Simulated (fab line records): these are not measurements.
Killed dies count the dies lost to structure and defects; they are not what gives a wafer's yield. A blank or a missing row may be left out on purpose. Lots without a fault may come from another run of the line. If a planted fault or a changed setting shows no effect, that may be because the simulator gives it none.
Matching of chambers ; flow gf180mcu ; GF_V3_CVD_00 on hdpcvd-02: 3 sister chambers
The step deposits SiO2, target thk 600 nm, time 100 s. 20 wafers are shown with their chamber, then 9 later ones without.

WAFERS WITH THEIR CHAMBER
wafer;chamber;sih4 flow sccm (sccm)
L355.2;2;60.09
L355.4;1;60.11
L355.6;2;60.00
L357.1;2;60.23
L357.2;0;59.58
L357.3;1;60.02
L358.1;0;59.98
L358.4;1;59.92
L358.6;0;60.10
L360.2;1;59.61
L360.3;2;59.94
L360.4;1;59.99
L362.1;0;59.97
L362.3;2;59.80
L362.4;0;60.31
L361.1;1;59.79
L361.2;0;59.77
L361.3;2;59.80
L363.2;1;59.94
L363.3;0;60.10

SIGNATURES (means of the wafers above)
reading;chamber 0;chamber 1;chamber 2;scatter within a chamber
sih4 flow sccm;59.9729;59.9114;59.9767;0.195
Rule: a wafer's distance from a chamber is the root of the sum, over the readings, of the square of ((its reading less the chamber's mean) divided by the reading's scatter). The wafer belongs to the nearest chamber; if the next one is less than 2 further off, it can't be placed. How the scatter is found: for the shown wafers, subtract from each reading the mean of its chamber, square and add these, divide the total by (wafers less chambers), then take the root.

WAFERS WITH NO CHAMBER GIVEN
wafer;sih4 flow sccm (sccm)
L363.5;59.73
L364.1;60.24
L364.3;59.96
L364.5;60.48
L366.3;60.09
L366.5;59.58
L366.6;60.22
L377.5;59.96
L377.6;60.19

WHICH CHAMBER EACH WENT THROUGH
wafer;from the rows above;in truth
L363.5;can't be placed: 1 or 0 or 2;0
L364.1;can't be placed: 2 or 0 or 1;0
L364.3;can't be placed: 0 or 2 or 1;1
L364.5;can't be placed: 2 or 0 or 1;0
L366.3;can't be placed: 2 or 0 or 1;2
L366.5;can't be placed: 1 or 0 or 2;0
L366.6;can't be placed: 2 or 0 or 1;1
L377.5;can't be placed: 0 or 2 or 1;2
L377.6;can't be placed: 2 or 0 or 1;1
Correct placement for 0 of the 9. Cannot be placed on the basis of these rows: 9; the candidates contain the true chamber in 9. Number placed wrongly: 0.
